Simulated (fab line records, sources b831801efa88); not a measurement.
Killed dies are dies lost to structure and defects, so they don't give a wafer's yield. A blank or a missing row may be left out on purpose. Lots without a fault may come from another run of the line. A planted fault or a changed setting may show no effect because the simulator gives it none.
Chamber matching | flow gf180mcu | GF_V2_CMP_04 on cmp-01: 4 sister chambers
The step polishes SiO2. 18 wafers are shown with their chamber, then 9 later ones without.

WAFERS WITH THEIR CHAMBER
wafer  | chamber | motor_current_A (A) | time_to_endpoint_s (s)
L617.2 | 0       | 9.6                 | 72
L617.4 | 2       | 12.0                | 85
L617.5 | 2       | 12.8                | 85
L619.1 | 2       | 12.1                | 85
L619.2 | 0       | 9.5                 | 69
L619.5 | 3       | 11.4                | 75
L621.3 | 1       | 13.2                | 88
L621.4 | 0       | 9.8                 | 82
L621.5 | 1       | 13.2                | 88
L622.1 | 3       | 11.5                | 74
L622.5 | 3       | 12.1                | 74
L622.6 | 0       | 9.4                 | 80
L632.2 | 1       | 13.5                | 77
L632.4 | 2       | 11.7                | 85
L632.5 | 3       | 12.6                | 80
L635.1 | 3       | 11.5                | 76
L635.5 | 1       | 13.5                | 79
L635.6 | 2       | 12.2                | 81

SIGNATURES (means of the wafers above)
reading            | chamber 0 | chamber 1 | chamber 2 | chamber 3 | scatter within a chamber
motor_current_A    | 9.575     | 13.350    | 12.160    | 11.820    | 0.368
time_to_endpoint_s | 75.75     | 83.00     | 84.20     | 75.80     | 4.28
Rule: a wafer's distance from a chamber is the root of the sum, over the readings, of the square of ((its reading less the chamber's mean) divided by the reading's scatter). The wafer belongs to the nearest chamber; if the next one is less than 2 further off, it can't be placed. The scatter: the root of (the sum of the squares of (reading less its chamber's mean) over the shown wafers, divided by (wafers less chambers)).

WAFERS WITHOUT THEIR CHAMBER
wafer  | motor_current_A (A) | time_to_endpoint_s (s)
L636.2 | 13.4                | 83
L636.5 | 12.6                | 87
L636.6 | 13.0                | 83
L637.2 | 12.5                | 81
L637.4 | 11.3                | 79
L637.6 | 12.2                | 89
L639.1 | 13.1                | 78
L639.4 | 12.2                | 84
L639.5 | 12.3                | 81

WHICH CHAMBER EACH WENT THROUGH
wafer  | from the rows above          | in truth
L636.2 | 1                            | 1
L636.5 | can't be placed: 2 or 1      | 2
L636.6 | can't be placed: 1 or 2      | 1
L637.2 | can't be placed: 2 or 3 or 1 | 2
L637.4 | can't be placed: 3 or 2      | 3
L637.6 | 2                            | 2
L639.1 | can't be placed: 1 or 2      | 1
L639.4 | 2                            | 2
L639.5 | can't be placed: 2 or 3      | 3
Placed correctly: 3 of 9. Can't be placed from these rows: 6 (the true chamber is among the candidates in 6). Placed wrongly: 0.
